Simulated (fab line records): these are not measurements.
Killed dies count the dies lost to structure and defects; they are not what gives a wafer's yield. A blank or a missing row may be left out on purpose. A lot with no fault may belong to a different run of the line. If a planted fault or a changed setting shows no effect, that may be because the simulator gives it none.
The tool behind it: which one? :: flow gf180mcu :: Sampling: 12 lots, 36 wafers, 7 of 602 route steps

WHAT EACH GAUGE READ, for each wafer
GF_CONTACT_CD_MEAS_14 targets a cd of 220 nm. Usual: cd nm at 220.7 nm, with a standard deviation of 1.1.
lot: L478
measured: day 16 00:17
on: cd sem-02
cd nm (nm): 221.0 221.2 222.6
flag: 

lot: L480
measured: day 16 19:18
on: cd sem-01
cd nm (nm): 220.3 218.3 220.1
flag: 

lot: L481
measured: day 17 06:22
on: cd sem-02
cd nm (nm): 219.9 218.6 220.0
flag: 

lot: L482
measured: day 17 17:20
on: cd sem-01
cd nm (nm): 221.6 221.1 221.3
flag: 

lot: L483
measured: day 17 23:19
on: cd sem-01
cd nm (nm): 219.0 219.1 220.8
flag: 

lot: L485
measured: day 18 18:17
on: cd sem-01
cd nm (nm): 220.8 223.3 221.8
flag: 

lot: L484
measured: day 18 19:35
on: cd sem-02
cd nm (nm): 222.5 222.6 221.1
flag: 

lot: L490
measured: day 20 13:23
on: cd sem-02
cd nm (nm): 220.4 221.7 221.7
flag: 

lot: L491
measured: day 21 02:23
on: cd sem-01
cd nm (nm): 219.5 220.6 219.9
flag: 

lot: L492
measured: day 21 06:22
on: cd sem-02
cd nm (nm): 222.3 221.7 221.7
flag: 

lot: L500
measured: day 23 23:55
on: cd sem-01
cd nm (nm): 219.8 220.4 220.0
flag: 

lot: L501
measured: day 24 04:47
on: cd sem-01
cd nm (nm): 221.7 221.9 221.4
flag: 

GF_CONTACT_RS_MEAS_25: measurement is done with a four-point probe. Usual: CONTACT_W_RS typically reads 0.383 ohm/sq, with standard deviation 0.0044.
lot: L478
measured: day 16 01:07
on: film metro-02
CONTACT_W_RS (ohm/sq): 0.387 0.390 0.391
flag: 

lot: L480
measured: day 16 20:08
on: film metro-04
CONTACT_W_RS (ohm/sq): 0.384 0.383 0.387
flag: 

lot: L481
measured: day 17 07:12
on: film metro-04
CONTACT_W_RS (ohm/sq): 0.375 0.382 0.377
flag: 

lot: L482
measured: day 17 18:10
on: film metro-04
CONTACT_W_RS (ohm/sq): 0.380 0.379 0.376
flag: 

lot: L483
measured: day 18 00:08
on: film metro-03
CONTACT_W_RS (ohm/sq): 0.381 0.382 0.383
flag: 

lot: L485
measured: day 18 19:13
on: film metro-03
CONTACT_W_RS (ohm/sq): 0.386 0.392 0.389
flag: 

lot: L484
measured: day 18 20:31
on: film metro-03
CONTACT_W_RS (ohm/sq): 0.387 0.384 0.387
flag: 

lot: L490
measured: day 20 14:13
on: film metro-02
CONTACT_W_RS (ohm/sq): 0.376 0.378 0.383
flag: 

lot: L491
measured: day 21 03:13
on: film metro-04
CONTACT_W_RS (ohm/sq): 0.389 0.521 0.385
flag: OFF

lot: L492
measured: day 21 07:12
on: film metro-03
CONTACT_W_RS (ohm/sq): 0.375 0.372 0.506
flag: OFF

lot: L500
measured: day 24 00:44
on: film metro-04
CONTACT_W_RS (ohm/sq): 0.379 0.385 0.381
flag: 

lot: L501
measured: day 24 05:37
on: film metro-03
CONTACT_W_RS (ohm/sq): 0.385 0.383 0.384
flag: 

GF_CONTACT_THK_MEAS_26: measures by xrf. Usual: CONTACT_W_THK typically reads 304 nm, with standard deviation 4.2.
lot: L478
measured: day 16 01:14
on: film metro-02
CONTACT_W_THK (nm): 298 295 296
flag: 

lot: L480
measured: day 16 20:16
on: film metro-04
CONTACT_W_THK (nm): 302 303 299
flag: 

lot: L481
measured: day 17 07:19
on: film metro-04
CONTACT_W_THK (nm): 313 306 310
flag: 

lot: L482
measured: day 17 18:17
on: film metro-04
CONTACT_W_THK (nm): 307 307 308
flag: 

lot: L483
measured: day 18 00:15
on: film metro-03
CONTACT_W_THK (nm): 307 307 307
flag: 

lot: L485
measured: day 18 19:20
on: film metro-03
CONTACT_W_THK (nm): 305 299 303
flag: 

lot: L484
measured: day 18 20:38
on: film metro-03
CONTACT_W_THK (nm): 304 307 303
flag: 

lot: L490
measured: day 20 14:19
on: film metro-02
CONTACT_W_THK (nm): 305 300 297
flag: 

lot: L491
measured: day 21 03:19
on: film metro-04
CONTACT_W_THK (nm): 300 223 302
flag: OFF

lot: L492
measured: day 21 07:19
on: film metro-03
CONTACT_W_THK (nm): 314 318 232
flag: OFF

lot: L500
measured: day 24 00:50
on: film metro-04
CONTACT_W_THK (nm): 305 298 305
flag: 

lot: L501
measured: day 24 05:44
on: film metro-03
CONTACT_W_THK (nm): 305 305 306
flag: 

GF_M1_RS_MEAS_05: measurement is done with a four-point probe. Usual: M1_ALCU_RS typically reads 0.0695 ohm/sq, with standard deviation 0.00079.
lot: L478
measured: day 16 01:49
on: film metro-01
M1_ALCU_RS (ohm/sq): 0.0693 0.0687 0.0694
flag: 

lot: L480
measured: day 16 20:50
on: film metro-01
M1_ALCU_RS (ohm/sq): 0.0692 0.0701 0.0693
flag: 

lot: L481
measured: day 17 07:54
on: film metro-01
M1_ALCU_RS (ohm/sq): 0.0698 0.0695 0.0698
flag: 

lot: L482
measured: day 17 18:59
on: film metro-03
M1_ALCU_RS (ohm/sq): 0.0692 0.0688 0.0685
flag: 

lot: L483
measured: day 18 00:50
on: film metro-01
M1_ALCU_RS (ohm/sq): 0.0698 0.0698 0.0699
flag: 

lot: L485
measured: day 18 19:55
on: film metro-04
M1_ALCU_RS (ohm/sq): 0.0695 0.0690 0.0694
flag: 

lot: L484
measured: day 18 21:13
on: film metro-04
M1_ALCU_RS (ohm/sq): 0.0685 0.0692 0.0686
flag: 

lot: L490
measured: day 20 14:55
on: film metro-04
M1_ALCU_RS (ohm/sq): 0.0695 0.0699 0.0692
flag: 

lot: L491
measured: day 21 04:16
on: film metro-01
M1_ALCU_RS (ohm/sq): 0.0698 0.0701 0.0698
flag: 

lot: L492
measured: day 21 07:54
on: film metro-04
M1_ALCU_RS (ohm/sq): 0.0694 0.0695 0.0695
flag: 

lot: L500
measured: day 24 01:26
on: film metro-04
M1_ALCU_RS (ohm/sq): 0.0706 0.0708 0.0706
flag: 

lot: L501
measured: day 24 06:20
on: film metro-01
M1_ALCU_RS (ohm/sq): 0.0685 0.0695 0.0692
flag: 

TOOL THAT RAN EACH LOT (tool first, then ch and the chambers of the sampled wafers, then the start)
lot: L478
GF_CONTACT_CVD_24: cvd w-02 ch 0,1, day 16 01:01
GF_CONTACT_CMP_27: cmp-02 ch 2,3, day 16 01:18
GF_M1_SPUTTER_04: pvd sputter-02, day 16 01:47

lot: L480
GF_CONTACT_CVD_24: cvd w-02 ch 0,1, day 16 20:02
GF_CONTACT_CMP_27: cmp-01 ch 0,1,2, day 16 20:19
GF_M1_SPUTTER_04: pvd sputter-03, day 16 20:48

lot: L481
GF_CONTACT_CVD_24: cvd w-01 ch 0,1, day 17 07:05
GF_CONTACT_CMP_27: cmp-01 ch 2,3, day 17 07:22
GF_M1_SPUTTER_04: pvd sputter-02, day 17 07:50

lot: L482
GF_CONTACT_CVD_24: cvd w-01 ch 0,1, day 17 18:04
GF_CONTACT_CMP_27: cmp-01 ch 0,1,2, day 17 18:28
GF_M1_SPUTTER_04: pvd sputter-02, day 17 18:57

lot: L483
GF_CONTACT_CVD_24: cvd w-02 ch 0,1, day 18 00:01
GF_CONTACT_CMP_27: cmp-02 ch 0,1,2, day 18 00:21
GF_M1_SPUTTER_04: pvd sputter-03, day 18 00:47

lot: L485
GF_CONTACT_CVD_24: cvd w-02 ch 0, day 18 19:00
GF_CONTACT_CMP_27: cmp-02 ch 0,1,3, day 18 19:23
GF_M1_SPUTTER_04: pvd sputter-02, day 18 19:52

lot: L484
GF_CONTACT_CVD_24: cvd w-02 ch 0, day 18 20:19
GF_CONTACT_CMP_27: cmp-01 ch 0,2,3, day 18 20:44
GF_M1_SPUTTER_04: pvd sputter-03, day 18 21:10

lot: L490
GF_CONTACT_CVD_24: cvd w-01 ch 0,1, day 20 14:07
GF_CONTACT_CMP_27: cmp-01 ch 1,2, day 20 14:22
GF_M1_SPUTTER_04: pvd sputter-03, day 20 14:50

lot: L491
GF_CONTACT_CVD_24: cvd w-01 ch 0,1, day 21 03:06
GF_CONTACT_CMP_27: cmp-01 ch 0,1, day 21 03:43
GF_M1_SPUTTER_04: pvd sputter-03, day 21 04:11

lot: L492
GF_CONTACT_CVD_24: cvd w-01 ch 0,1, day 21 07:05
GF_CONTACT_CMP_27: cmp-01 ch 0,1,2, day 21 07:25
GF_M1_SPUTTER_04: pvd sputter-03, day 21 07:50

lot: L500
GF_CONTACT_CVD_24: cvd w-02 ch 0,1, day 24 00:37
GF_CONTACT_CMP_27: cmp-01 ch 1,3, day 24 00:53
GF_M1_SPUTTER_04: pvd sputter-01, day 24 01:22

lot: L501
GF_CONTACT_CVD_24: cvd w-02 ch 0,1, day 24 05:31
GF_CONTACT_CMP_27: cmp-02 ch 0,2,3, day 24 05:54
GF_M1_SPUTTER_04: pvd sputter-02, day 24 06:17
- GF_CONTACT_CVD_24: deposits W, target thk 300 nm, time 90.339 s.
- GF_CONTACT_CMP_27: polishes, stops on SiO2, t overpolish 15 s, target thk 0 nm.
- GF_M1_SPUTTER_04: material TiN, target thk 50 nm, time 41.7 s.

AS READ BY THE TOOLS THEMSELVES (means over the sampled wafers that have a number; for cases with no such wafer, the mark the record gives instead)
GF_CONTACT_CVD_24. Usual: heater power w at 889 W, with a standard deviation of 34.
lot: L478
tool: cvd w-02
heater power w (W): 962
flag: 

lot: L480
tool: cvd w-02
heater power w (W): 914
flag: 

lot: L481
tool: cvd w-01
heater power w (W): 886
flag: 

lot: L482
tool: cvd w-01
heater power w (W): 865
flag: 

lot: L483
tool: cvd w-02
heater power w (W): 889
flag: 

lot: L485
tool: cvd w-02
heater power w (W): 845
flag: 

lot: L484
tool: cvd w-02
heater power w (W): 855
flag: 

lot: L490
tool: cvd w-01
heater power w (W): 883
flag: 

lot: L491
tool: cvd w-01
heater power w (W): 890
flag: 

lot: L492
tool: cvd w-01
heater power w (W): 876
flag: 

lot: L500
tool: cvd w-02
heater power w (W): 881
flag: 

lot: L501
tool: cvd w-02
heater power w (W): 889
flag: 

GF_CONTACT_CMP_27. Usual: motor current A 11.3 A, standard deviation 1.3; retaining ring pressure frac 1.001, standard deviation 0.0049; time to endpoint s 72.6 s, standard deviation 2.6.
lot: L478
tool: cmp-02
motor current A (A): 12.2
retaining ring pressure frac: 0.999
time to endpoint s (s): 73.2
flag: 

lot: L480
tool: cmp-01
motor current A (A): 10.6
retaining ring pressure frac: 1.004
time to endpoint s (s): 71.3
flag: 

lot: L481
tool: cmp-01
motor current A (A): 11.3
retaining ring pressure frac: 0.997
time to endpoint s (s): 72.9
flag: 

lot: L482
tool: cmp-01
motor current A (A): 10.7
retaining ring pressure frac: 1.002
time to endpoint s (s): 72.6
flag: 

lot: L483
tool: cmp-02
motor current A (A): 12.0
retaining ring pressure frac: 1.001
time to endpoint s (s): 75.5
flag: 

lot: L485
tool: cmp-02
motor current A (A): 10.8
retaining ring pressure frac: 1.003
time to endpoint s (s): 69.1
flag: 

lot: L484
tool: cmp-01
motor current A (A): 11.1
retaining ring pressure frac: 0.998
time to endpoint s (s): 74.6
flag: 

lot: L490
tool: cmp-01
motor current A (A): 11.6
retaining ring pressure frac: 1.003
time to endpoint s (s): 70.2
flag: 

lot: L491
tool: cmp-01
motor current A (A): 10.5
retaining ring pressure frac: 0.999
time to endpoint s (s): 63.7
flag: OFF

lot: L492
tool: cmp-01
motor current A (A): 10.8
retaining ring pressure frac: 1.003
time to endpoint s (s): 65.9
flag: 

lot: L500
tool: cmp-01
motor current A (A): 11.2
retaining ring pressure frac: 1.003
time to endpoint s (s): 71.8
flag: 

lot: L501
tool: cmp-02
motor current A (A): 12.9
retaining ring pressure frac: 0.998
time to endpoint s (s): 71.8
flag: 

GF_M1_SPUTTER_04. Usual: chamber pressure pa 0.3999 Pa, standard deviation 0.00078; throttle valve pct 29.9 %, standard deviation 0.99.
lot: L478
tool: pvd sputter-02
chamber pressure pa (Pa): 0.3997
throttle valve pct (%): 29.3
flag: 

lot: L480
tool: pvd sputter-03
chamber pressure pa (Pa): 0.4000
throttle valve pct (%): 30.6
flag: 

lot: L481
tool: pvd sputter-02
chamber pressure pa (Pa): 0.4003
throttle valve pct (%): 29.0
flag: 

lot: L482
tool: pvd sputter-02
chamber pressure pa (Pa): 0.4005
throttle valve pct (%): 29.6
flag: 

lot: L483
tool: pvd sputter-03
chamber pressure pa (Pa): 0.3992
throttle valve pct (%): 31.0
flag: 

lot: L485
tool: pvd sputter-02
chamber pressure pa (Pa): 0.3993
throttle valve pct (%): 28.9
flag: 

lot: L484
tool: pvd sputter-03
chamber pressure pa (Pa): 0.3999
throttle valve pct (%): 30.9
flag: 

lot: L490
tool: pvd sputter-03
chamber pressure pa (Pa): 0.3991
throttle valve pct (%): 30.5
flag: 

lot: L491
tool: pvd sputter-03
chamber pressure pa (Pa): 0.3996
throttle valve pct (%): 31.0
flag: 

lot: L492
tool: pvd sputter-03
chamber pressure pa (Pa): 0.4002
throttle valve pct (%): 30.3
flag: 

lot: L500
tool: pvd sputter-01
chamber pressure pa (Pa): 0.4001
throttle valve pct (%): 29.9
flag: 

lot: L501
tool: pvd sputter-02
chamber pressure pa (Pa): 0.4000
throttle valve pct (%): 29.3
flag: 

THE ANSWER, worked out from the rows above alone
Rule: lot off if the mean of its wafers having a number is beyond 3 standard deviations from the usual mean. A lot without any number at a reading at which 4 lots or more have one is off too. Any other lot the step has rows for is counted as sound. After the gauges, taken in route order, come the tools' own readings; for these a lot's mean is taken, as printed above. At the first step where some lot is off, the reading lying furthest off is the one used; lots without a number count as furthest.
Off: L491, L492, seen at GF_CONTACT_RS_MEAS_25 (CONTACT_W_RS).
If a tool, at a process step before that reading, ran all the lots that are off and no sound lot after the first of them, it fits. The gauges at GF_CONTACT_RS_MEAS_25 are tried like those tools. One fits: cvd w-01 at GF_CONTACT_CVD_24. Its last sound lot is L490 (day 20 14:07), its first lot that is off L491 (day 21 03:06): a fault that began between those two fits.

WHAT WAS PUT IN BY THE SIMULATOR
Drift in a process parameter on cvd w-01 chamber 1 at GF_CONTACT_CVD_24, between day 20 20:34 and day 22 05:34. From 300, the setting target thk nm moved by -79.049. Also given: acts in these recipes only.
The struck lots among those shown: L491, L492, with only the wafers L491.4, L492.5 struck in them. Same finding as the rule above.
